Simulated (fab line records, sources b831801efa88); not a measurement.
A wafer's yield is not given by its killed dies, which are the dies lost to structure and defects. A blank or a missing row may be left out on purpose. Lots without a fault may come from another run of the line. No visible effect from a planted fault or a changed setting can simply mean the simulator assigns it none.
8D (eight disciplines) problem report, filled in by code | flow sky130 | the parts of the form that need people (team, actions taken, sign-off) are left out

## 1. THE PROBLEM
cathode dc power W at SKY_METAL3_SPUTTER_04 reads a mean of 7307.8 W on 1 wafer of 1 lot; wafers without a fault read 6500.1 W with a standard deviation of 1.3. That is +99 or more standard deviations from the usual mean.
The step: material TiN, target thk 70 nm, time 58.3 s.
First seen on wafer L694.6, day 42 13:32, on pvd sputter-02. The record has a number at this step for 39 wafers belonging to 13 lots. Rule for "out", or "out of limits": more than 4 standard deviations from the usual mean. Any other wafer with a number is counted as sound.

## 2. WHAT IT IS, WHAT IT ISN'T
question                    | is                 | is not
which readings at this step | cathode dc power W | throttle valve pct
which lots                  | L694               | L675, L676, L678, L679, L680, L681, L682, L683, L684, L685, L686, L697
which wafers of those lots  | L694.6             | L694.3, L694.4
read on which tools         | pvd sputter-02     | pvd sputter-01, pvd sputter-03
when                        | from day 42 13:32  | up to then (35 sound wafers); but 3 sound wafers of L697 came after

## 3. THE SUSPECTS, EACH WITH WHAT RULES IT OUT
Counting: a tool at a process step up to the reading stays a suspect if it ran every lot that is out. Sound lots after the first of them don't rule it out here, since some wafers of a struck lot are sound.
- pvd sputter-03 at SKY_METAL2_SPUTTER_01 (material TiN, target thk 20 nm, time 16.7 s): kept. L694, the lot that is out, went through it at day 40 10:07; up to then, the latest sound lot through it was L686 at day 38 03:11.
- pvd sputter-02 at SKY_METAL3_SPUTTER_04 (material TiN, target thk 70 nm, time 58.3 s): kept. L694, the lot that is out, went through it at day 42 13:32; up to then, the latest sound lot through it was L685 at day 40 02:13. On those wafers its own readings are out: cathode dc power W.
Left after counting: pvd sputter-03 at SKY_METAL2_SPUTTER_01, pvd sputter-02 at SKY_METAL3_SPUTTER_04.

## 4. THE CAUSE (what the simulator had put in)
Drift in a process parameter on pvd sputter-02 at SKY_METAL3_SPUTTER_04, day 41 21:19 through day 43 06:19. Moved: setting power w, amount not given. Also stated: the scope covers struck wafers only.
Counting left 2 suspects, and this tool is among them.

## 5. THE EFFECT CHAIN, in route order
Rows list readings where the struck wafers' mean (over those with a number) sits beyond 3 standard deviations from the usual. Readings are gone through only where the record gives a usual standard deviation; hours: the median, over the lots, of the time from a lot's start at the first step in this table giving one to that lot's start at this step; sigmas: the change measured in usual standard deviations.
hours | step                  | reading            | usual    | on struck wafers | change | sigmas
0     | SKY_METAL3_SPUTTER_04 | cathode dc power W | 6500.1 W | 7307.8           | +807.7 | +99 or more
It contains these process steps:
- SKY_METAL3_SPUTTER_04: material TiN, target thk 70 nm, time 58.3 s.

## 6. WHAT WOULD HAVE CAUGHT IT SOONER
In this record the first reading out of limits was taken at day 42 13:32, 16 hours after the fault began at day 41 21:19.
